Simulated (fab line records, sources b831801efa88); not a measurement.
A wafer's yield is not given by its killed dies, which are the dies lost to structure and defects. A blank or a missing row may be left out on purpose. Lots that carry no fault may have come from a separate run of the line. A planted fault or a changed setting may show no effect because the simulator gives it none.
fab line records    flow sfq-line
[record] lots = 15  wafers = 45  last-day = 92
route steps=325 shown I4@163 I5@228 C5@248 M6@263 M7@294
lots that met no fault: taken from a fault-free run of the same line
start-h: the number of hours between the record's first day and the start of the first shown wafer of the lot    wait-h: hours since the lot's step before    " the same as in the row above    L1.1+2: several wafers, shown together as one row    - no value, or no start was given    * or withheld: withheld    < > ~ a bound
route shown NAME@n: NAME is a module with steps in the file, n the number in the route of the first one    usual: mean/standard deviation of fault-free wafers    same: alike in all rows    chamber/n: place in a boat    sites: each site's reading    _std_site: standard deviation across them    _edge_site: inner sites' mean taken away from outer sites' mean    radius-mm: for every site, how far away it sits from the centre of the wafer    mask NAME#n: copy n    behind: the tool/chamber that last shaped the wafer    hold: why the lot was held/for how many hours/how that ended    device: the transistor (n, p or np) that didn't switch    end of line: the same wafers' tests at the end of the route    step lacking rows: just its recipe    killed: not the wafer's yield, but the dies lost to structure and defects at the first sort    map: shows each die of a wafer: x if killed, . if not, _ if none is there
set.NAME: the run value of the setting; set.NAME@STEP: its run value at that earlier step    model.NAME: the simulator's own value behind a step, which no gauge read
the route's steps for a sample of lots (tables are steps, rows are wafers)
services: the hour from which a tool's chamber was out of use, counted from the record's first day as start-h (under 0 if before that day), plus the number of hours and why
[[steps]]
[step SFQ_TRILAYER_I4_DEP_PECVD_099]
[recipe] material = SiO2  temp-c = 150  time-s = 111.11  pressure-torr = 2.4  rf-w = 183.3  precursor = SiH4/N2O  target-thk-nm = 500
[usual] heater-power-outer-w = 28/8.3  heater-power-w = 81/17  throttle-valve-pct = 26.1/1.8
lot.wafer  tool      chamber  start-h  wait-h  heater-power-outer-w  heater-power-w  throttle-valve-pct
L272.1     pecvd-01  0        955.38   0.0     27                    78              24.6
L272.3     "         2        "        "       36                    104             25.4
L272.5     "         1        "        "       16                    67              25.9
L273.3     pecvd-02  2        991.52   0.0     22                    61              25.8
L273.4     "         1        "        "       24                    67              29.2
L273.6     "         2        "        "       24                    63              25.8
L275.1     pecvd-01  1        1039.34  0.0     24                    79              26.1
L275.3     "         0        "        "       32                    83              25.0
L275.4     "         2        "        "       30                    95              25.7
L276.2     pecvd-03  2        1039.76  0.0     42                    102             23.5
L276.3     "         1        "        "       44                    111             22.5
L276.4     "         1        "        "       44                    115             22.3
L277.2     pecvd-01  0        1044.56  0.0     26                    76              25.1
L277.3     "         1        "        "       22                    77              26.1
L277.4     "         2        "        "       35                    100             25.7
L278.4     pecvd-01  0        1048.95  0.0     22                    70              25.2
L278.5     "         1        "        "       20                    71              26.2
L278.6     "         2        "        "       40                    107             25.7
L279.3     pecvd-02  1        1050.11  0.0     29                    72              29.3
L279.5     "         2        "        "       28                    71              25.5
L279.6     "         1        "        "       29                    73              29.3
L280.3     pecvd-01  0        1052.06  0.0     26                    79              24.9
L280.5     "         1        "        "       25                    80              26.1
L280.6     "         2        "        "       45                    115             25.7
L281.1     pecvd-02  1        1056.50  0.0     25                    67              29.4
L281.2     "         0        "        "       13                    62              27.8
L281.3     "         2        "        "       29                    72              25.6
L282.3     pecvd-01  1        1058.89  0.0     23                    78              26.1
L282.4     "         1        "        "       25                    79              26.1
L282.5     "         0        "        "       34                    87              24.8
L283.2     pecvd-02  0        1062.47  0.0     19                    68              27.6
L283.3     "         1        "        "       28                    70              29.2
L283.5     "         2        "        "       29                    71              25.7
L284.3     pecvd-02  2        1091.54  0.0     30                    72              25.7
L284.4     "         1        "        "       31                    76              29.2
L284.6     "         2        "        "       20                    58              25.6
L293.2     pecvd-01  2        1132.57  0.0     44                    112             25.9
L293.4     "         0        "        "       31                    85              25.0
L293.6     "         1        "        "       27                    81              26.6
L294.1     pecvd-02  1        1137.37  0.0     30                    74              29.4
L294.2     "         2        "        "       26                    67              26.0
L294.6     "         2        "        "       29                    68              25.7
L295.1     pecvd-01  0        1159.36  0.0     31                    83              25.1
L295.2     "         1        "        "       21                    72              26.5
L295.6     "         1        "        "       23                    77              26.3
[step SFQ_TRILAYER_A5C_DEP_PECVD_142]
[recipe] material = SiO2  temp-c = 150  time-s = 15.556  pressure-torr = 2.4  rf-w = 183.3  precursor = SiH4/N2O  target-thk-nm = 70
[usual] heater-power-outer-w = 28/7.2  heater-power-w = 82/14  throttle-valve-pct = 26.1/1.2
lot.wafer  tool      chamber  start-h  wait-h  heater-power-outer-w  heater-power-w  throttle-valve-pct
L272.1     pecvd-01  2        1472.85  0.0     34                    99              26.7
L272.3     "         1        "        "       24                    77              27.8
L272.5     "         2        "        "       36                    103             26.8
L273.3     pecvd-04  0        1474.05  0.0     41                    102             24.7
L273.4     "         2        "        "       31                    74              25.4
L273.6     "         0        "        "       40                    104             25.1
L275.1     pecvd-02  1        1484.65  0.0     30                    77              24.6
L275.3     "         2        "        "       24                    65              24.0
L275.4     "         0        "        "       12                    58              24.8
L276.2     pecvd-01  2        1486.57  0.0     30                    94              26.5
L276.3     "         1        "        "       22                    76              27.5
L276.4     "         2        "        "       30                    98              26.5
L277.2     pecvd-04  2        1490.19  0.0     29                    71              25.4
L277.3     "         1        "        "       24                    68              26.4
L277.4     "         0        "        "       40                    103             24.5
L278.4     pecvd-02  1        1494.27  0.0     32                    77              24.4
L278.5     "         0        "        "       19                    69              24.8
L278.6     "         2        "        "       24                    68              23.8
L279.3     pecvd-01  2        1496.69  0.0     42                    110             26.5
L279.5     "         2        "        "       41                    109             26.5
L279.6     "         0        "        "       31                    87              26.2
L280.3     pecvd-04  0        1500.27  0.0     40                    102             24.5
L280.5     "         1        "        "       25                    69              26.5
L280.6     "         0        "        "       39                    101             24.6
L281.1     pecvd-01  2        1505.30  0.0     39                    105             26.6
L281.2     "         1        "        "       22                    75              27.7
L281.3     "         0        "        "       27                    78              26.3
L281.1     pecvd-01  2        1505.49  0.2     38                    105             26.4
L281.2     "         1        "        "       23                    75              27.6
L281.3     "         0        "        "       27                    79              26.0
L282.3     pecvd-04  2        1506.25  0.0     35                    81              25.5
L282.4     "         2        "        "       35                    80              25.5
L282.5     "         1        "        "       19                    60              26.4
L282.3     pecvd-04  2        1506.45  0.2     36                    79              25.0
L282.4     "         2        "        "       36                    80              25.4
L282.5     "         1        "        "       20                    62              26.3
L283.2     pecvd-02  1        1508.65  0.0     25                    69              24.6
L283.3     "         2        "        "       20                    61              23.8
L283.5     "         2        "        "       20                    63              23.6
L284.3     pecvd-01  2        1536.25  0.0     38                    107             26.7
L284.4     "         0        "        "       32                    87              26.5
L284.6     "         1        "        "       24                    78              27.8
L284.3     pecvd-01  2        1536.45  0.2     38                    106             26.5
L284.4     "         0        "        "       32                    86              26.1
L284.6     "         1        "        "       25                    77              27.7
L293.2     pecvd-02  0        1573.87  0.0     20                    70              24.9
L293.4     "         2        "        "       22                    65              23.9
L293.6     "         1        "        "       31                    74              24.6
L294.1     pecvd-01  1        1576.27  0.0     24                    78              27.9
L294.2     "         0        "        "       29                    79              26.3
L294.6     "         1        "        "       23                    77              27.9
L295.1     pecvd-01  1        1584.67  0.0     18                    70              28.0
L295.2     "         2        "        "       32                    99              26.8
L295.6     "         1        "        "       18                    70              27.8
[step SFQ_TRILAYER_C5_ETCH_VIA_ETCH_154]
[recipe] target = SiO2  mask-material = PR  chemistry = CHF3  target-depth-nm = 84  source-w = 500  bias-w = 80  pressure-mtorr = 30  time-s = withheld  stop-on = Nb
[usual] drypump-motor-current-A = 6.0/0.57  oes-product-au = 0.895/0.0086
lot.wafer  tool         chamber  start-h  wait-h  drypump-motor-current-A  oes-product-au
L272.1     rie-diel-02  3        1719.64  0.0     5.6                      0.906
L272.3     "            2        "        "       6.7                      0.898
L272.5     "            1        "        "       5.8                      0.899
L273.3     rie-diel-01  1        1724.44  0.0     6.6                      0.897
L273.4     "            2        "        "       5.0                      0.910
L273.6     "            0        "        "       6.0                      0.911
L275.1     rie-diel-02  2        1726.84  0.0     6.7                      0.883
L275.3     "            1        "        "       5.7                      0.887
L275.4     "            3        "        "       5.6                      0.887
L276.2     rie-diel-03  3        1729.24  0.0     6.7                      0.896
L276.3     "            1        "        "       5.7                      0.896
L276.4     "            2        "        "       5.7                      0.901
L277.2     rie-diel-01  2        1731.64  0.0     5.0                      0.896
L277.3     "            1        "        "       6.6                      0.881
L277.4     "            3        "        "       6.4                      0.900
L278.4     rie-diel-03  1        1734.04  0.0     5.7                      0.905
L278.5     "            1        "        "       5.7                      0.897
L278.6     "            2        "        "       5.8                      0.904
L279.3     rie-diel-01  1        1737.64  0.0     6.7                      0.894
L279.5     "            3        "        "       6.4                      0.895
L279.6     "            2        "        "       5.0                      0.892
L280.3     rie-diel-03  2        1738.84  0.0     5.8                      0.909
L280.5     "            1        "        "       5.7                      0.892
L280.6     "            0        "        "       6.4                      0.902
L281.1     rie-diel-02  1        1740.04  0.0     5.8                      0.994
L281.2     "            2        "        "       6.7                      0.996
L281.3     "            3        "        "       5.6                      1.006
L282.3     rie-diel-01  2        1741.24  0.0     5.0                      1.006
L282.4     "            0        "        "       6.0                      0.996
L282.5     "            2        "        "       5.0                      1.005
L283.2     rie-diel-03  3        1743.64  0.0     6.7                      0.882
L283.3     "            0        "        "       6.4                      0.882
L283.5     "            1        "        "       5.7                      0.894
L284.3     rie-diel-03  0        1754.44  0.0     6.4                      0.986
L284.4     "            3        "        "       6.7                      0.999
L284.6     "            0        "        "       6.4                      0.995
L293.2     rie-diel-02  0        1801.41  0.0     5.0                      0.894
L293.4     "            3        "        "       5.6                      0.910
L293.6     "            0        "        "       5.0                      0.903
L294.1     rie-diel-01  2        1804.96  0.0     5.0                      0.888
L294.2     "            3        "        "       6.5                      0.885
L294.6     "            2        "        "       5.0                      0.897
L295.1     rie-diel-01  0        1816.96  0.0     6.0                      0.883
L295.2     "            3        "        "       6.4                      0.881
L295.6     "            2        "        "       5.0                      0.891
[step SFQ_TRILAYER_M6_ETCH_METAL_ETCH_162]
[recipe] target = Nb  stop-on = SiO2  mask-material = PR  chemistry = Cl2/Ar  target-depth-nm = 240  icp-w = 600  bias-w = 80  pressure-mtorr = 10  time-s = 120
[usual] drypump-motor-current-A = 5.3/0.31  oes-product-au = 0.893/0.007
lot.wafer  tool          chamber  start-h  wait-h  drypump-motor-current-A  oes-product-au  rf-hours-counter-h
L272.1     rie-metal-03  0        1833.78  0.0     5.2                      0.899           89
L272.3     "             0        "        "       5.3                      0.887           -
L272.5     "             1        "        "       5.5                      0.894           -
L273.3     rie-metal-03  1        1836.22  0.1     5.5                      0.896           -
L273.4     "             0        "        "       5.3                      0.897           -
L273.6     "             1        "        "       5.5                      0.896           -
L275.1     rie-metal-02  0        1839.78  0.0     5.7                      0.884           73
L275.3     "             0        "        "       5.6                      0.892           -
L275.4     "             1        "        "       4.7                      0.890           -
L276.2     rie-metal-02  0        1842.18  0.0     5.7                      0.896           73
L276.3     "             0        "        "       5.7                      0.890           -
L276.4     "             1        "        "       4.7                      0.894           -
L277.2     rie-metal-03  0        1845.78  0.0     5.3                      0.884           91
L277.3     "             1        "        "       5.5                      0.889           -
L277.4     "             0        "        "       5.2                      0.895           -
L278.4     rie-metal-02  0        1847.02  0.1     5.7                      0.909           -
L278.5     "             1        "        "       4.7                      0.901           -
L278.6     "             0        "        "       5.7                      0.902           -
L279.3     rie-metal-03  1        1850.62  0.1     5.5                      0.887           -
L279.5     "             0        "        "       5.3                      0.890           -
L279.6     "             1        "        "       5.5                      0.887           -
L280.3     rie-metal-03  0        1853.02  0.1     5.2                      0.902           -
L280.5     "             1        "        "       5.5                      0.906           -
L280.6     "             0        "        "       5.2                      0.897           -
L281.1     rie-metal-02  0        1854.18  0.0     5.7                      0.892           76
L281.2     "             1        "        "       4.7                      0.886           81
L281.3     "             0        "        "       5.6                      0.888           -
L282.3     rie-metal-03  1        1855.42  0.1     5.5                      0.892           -
L282.4     "             0        "        "       5.2                      0.894           -
L282.5     "             1        "        "       5.5                      0.886           -
L283.2     rie-metal-03  1        1857.78  0.0     5.5                      0.895           53
L283.3     "             1        "        "       5.5                      0.905           -
L283.5     "             0        "        "       5.2                      0.905           -
L284.3     rie-metal-02  0        1863.82  0.1     5.7                      0.885           -
L284.4     "             1        "        "       4.7                      0.888           -
L284.6     "             1        "        "       4.7                      0.891           -
L293.2     rie-metal-02  1        1912.65  0.0     4.7                      0.897           90
L293.4     "             1        "        "       4.7                      0.898           -
L293.6     "             0        "        "       5.7                      0.886           -
L294.1     rie-metal-02  1        1917.45  0.0     4.7                      0.884           91
L294.2     "             0        "        "       5.7                      0.904           87
L294.6     "             0        "        "       5.7                      0.890           -
L295.1     rie-metal-04  1        1920.30  0.0     5.3                      0.886           85
L295.2     "             0        "        "       5.1                      0.901           127
L295.6     "             1        "        "       5.3                      0.888           -
[step SFQ_TRILAYER_M7_STRIP_STRIP_181]
[recipe] gas = O2  power-w = 200  platen-temp-c = 40  overash-fraction = 0.65  chemistry = O2  pressure-mtorr = 50
[usual] drypump-motor-current-A = 5.3/0.37  oes-product-au = 0.997/0.012
lot.wafer  tool          chamber  start-h  wait-h  drypump-motor-current-A  oes-product-au  rf-hours-counter-h
L272.1     rie-metal-04  1        1944.42  0.1     5.3                      0.987           89
L272.3     "             0        "        "       5.1                      1.007           -
L272.5     "             1        "        "       5.3                      0.982           -
L273.3     rie-metal-04  0        1947.02  0.2     5.1                      1.004           -
L273.4     "             1        "        "       5.3                      0.983           -
L273.6     "             0        "        "       5.1                      1.003           -
L275.1     rie-metal-02  1        1951.62  0.1     4.7                      1.015           93
L275.3     "             1        "        "       4.7                      1.020           -
L275.4     "             0        "        "       5.7                      0.996           -
L276.2     rie-metal-04  0        1955.22  0.1     5.0                      0.998           133
L276.3     "             0        "        "       5.0                      1.008           -
L276.4     "             1        "        "       5.3                      0.983           -
L277.2     rie-metal-01  1        1957.62  0.1     5.4                      1.005           39
L277.3     "             0        "        "       5.8                      0.980           -
L277.4     "             1        "        "       5.4                      0.995           -
L278.4     rie-metal-01  1        2043.07  0.2     5.4                      1.003           -
L278.5     "             1        "        "       5.4                      1.004           -
L278.6     "             0        "        "       5.8                      0.992           -
L279.3     rie-metal-02  1        2046.67  0.2     4.7                      1.012           -
L279.5     "             1        "        "       4.7                      1.018           -
L279.6     "             0        "        "       5.6                      0.997           -
L280.3     rie-metal-01  0        2051.47  0.2     5.8                      0.972           -
L280.5     "             1        "        "       5.4                      0.997           -
L280.6     "             0        "        "       5.9                      0.988           -
L281.1     rie-metal-02  0        2053.67  0.1     5.7                      1.002           104
L281.2     "             1        "        "       4.7                      1.014           108
L281.3     "             0        "        "       5.7                      0.998           -
L282.3     rie-metal-04  1        2057.47  0.2     5.4                      0.977           -
L282.4     "             0        "        "       5.1                      1.005           -
L282.5     "             0        "        "       5.1                      1.004           -
L283.2     rie-metal-01  1        2060.94  0.1     5.4                      1.002           54
L283.3     "             0        "        "       5.9                      0.993           -
L283.5     "             1        "        "       5.4                      1.007           -
L284.3     rie-metal-02  0        2067.07  0.2     5.7                      1.000           -
L284.4     "             1        "        "       4.7                      1.018           -
L284.6     "             1        "        "       4.7                      1.021           -
L293.2     rie-metal-02  1        2107.80  0.1     4.7                      1.008           115
L293.4     "             0        "        "       5.7                      1.000           -
L293.6     "             0        "        "       5.6                      1.006           -
L294.1     rie-metal-01  0        2111.40  0.1     5.8                      0.974           37
L294.2     "             1        "        "       5.4                      0.992           62
L294.6     "             0        "        "       5.8                      0.982           -
L295.1     rie-metal-04  0        2112.60  0.1     5.0                      0.995           9
L295.2     "             1        "        "       5.3                      0.988           121
L295.6     "             1        "        "       5.3                      0.984           -
[[services]]
tool          chamber  start-h  hours  kind
rie-metal-02  -        956.39   0.5    repair
pecvd-01      -        1004.11  5.1    repair
pecvd-02      0        1012.08  8.9    repair
pecvd-02      -        1026.86  1.1    repair
rie-metal-02  -        1034.25  0.5    repair
pecvd-01      -        1041.36  2.8    pm
pecvd-01      2        1085.03  11.6   repair
rie-metal-02  -        1111.40  1.2    repair
pecvd-01      -        1187.94  1.8    repair
rie-metal-02  -        1192.97  0.1    repair
pecvd-01      -        1215.36  0.2    repair
pecvd-01      2        1288.88  4.2    repair
pecvd-01      -        1299.07  1.1    repair
pecvd-01      -        1694.82  14.6   pm
rie-metal-02  -        1699.81  16.3   repair
rie-metal-02  0        1716.61  3.7    repair
rie-metal-02  -        1824.95  0.3    repair
rie-metal-02  1        1897.77  7.3    repair
rie-metal-02  -        1922.34  28.1   pm
pecvd-01      -        1991.37  3.3    repair
rie-metal-02  -        2012.62  0.6    repair
rie-metal-02  -        2017.25  2.8    pm
pecvd-01      -        2055.75  14.0   pm
pecvd-01      -        2059.74  0.3    repair
[[key]]
[first-sign] step = SFQ_TRILAYER_A5C_DEP_PECVD_142  reading = visit  direction = added
[effect] step = SFQ_TRILAYER_C5_ETCH_VIA_ETCH_154  reading = oes-product-au  direction = up  sigmas = 12  usual = 0.895  struck = 0.998
met-at SFQ_TRILAYER_A5C_DEP_PECVD_142
struck-lots L281,L282,L284
not-acting-at SFQ_TRILAYER_I4_DEP_PECVD_099,SFQ_TRILAYER_M6_ETCH_METAL_ETCH_162,SFQ_TRILAYER_M7_STRIP_STRIP_181
[fault] kind = repeated-step-whole  tool = pecvd-01,pecvd-02,pecvd-04  chamber = -  onset-h = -  steps = SFQ_TRILAYER_A5C_DEP_PECVD_142  times = 1  scope = struck-lots-only
